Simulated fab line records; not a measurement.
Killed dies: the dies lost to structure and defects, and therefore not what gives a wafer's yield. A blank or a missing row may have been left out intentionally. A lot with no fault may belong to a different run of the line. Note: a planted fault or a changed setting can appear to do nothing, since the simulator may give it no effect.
Which of the tools did it? | flow gf180mcu | 20 wafers from 7 lots sampled at 2 of the route's 602 steps

WHAT EACH GAUGE READ, for each wafer
GF_STI_CD_MEAS_12: the cd target is 220 nm.
lot  | measured    | on        | cd_nm (nm)
L329 | day 2 22:02 | cd_sem-02 | 217.0 217.0 217.6
L331 | day 3 07:55 | cd_sem-02 | 222.8 224.1 222.8
L333 | day 3 20:07 | cd_sem-01 | 217.7 218.2 218.8
L335 | day 4 05:16 | cd_sem-02 | 220.7 222.1 221.0
L338 | day 4 20:02 | cd_sem-01 | 221.3 220.0 220.6
L343 | day 5 22:04 | cd_sem-02 | 158.3 159.3
L347 | day 6 18:13 | cd_sem-02 | 217.6 218.8 219.2

WHICH TOOL RAN EACH LOT (tool, then ch and the chambers of the sampled wafers, then the start)
lot  | GF_STI_EXPOSE_09
L329 | krf_scanner-01 ch 0, day 2 15:41
L331 | krf_scanner-01 ch 0, day 3 02:12
L333 | krf_scanner-01 ch 0, day 3 13:35
L335 | krf_scanner-02 ch 0, day 3 22:44
L338 | krf_scanner-02 ch 0, day 4 13:20
L343 | krf_scanner-01 ch 0, day 5 15:15
L347 | krf_scanner-02 ch 0, day 6 11:36
- GF_STI_EXPOSE_09: exposes mask COMP, target cd 220 nm.

THE ANSWER, worked out from the rows above alone
Rule: usual is defined by the lots themselves. Put in order of their means at a reading, lots are off if they are a third of the lots or fewer, leave a main group of 4 or more, and stand apart from it by a gap of 3 or more times the standard deviation of the main group's means; of several such gaps the widest counts. A main group is skipped when, at the precision printed for the reading in the tables above, its means are all equal. A lot without any number at a reading at which 4 lots or more have one is off too. Any other lot the step has rows for is counted as sound.
Off at GF_STI_CD_MEAS_12 (cd_nm): L343. Main group: mean 219.8 nm, sd 2.1.
If a tool, at a process step before that reading, ran all the lots that are off and no sound lot after the first of them, it fits. Gauges at GF_STI_CD_MEAS_12: tried the same way as those tools. One fits: GF_STI_EXPOSE_09 on krf_scanner-01. A fault onset in the window from L333 (day 3 13:35, its last sound lot) to L343 (day 5 15:15, its first lot off) fits.

WHAT THE SIMULATOR HAD INSERTED
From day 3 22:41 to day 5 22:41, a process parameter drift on krf_scanner-01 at GF_STI_EXPOSE_09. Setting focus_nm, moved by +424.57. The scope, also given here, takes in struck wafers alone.
Struck lots among those shown: L343. The rule above found the same.
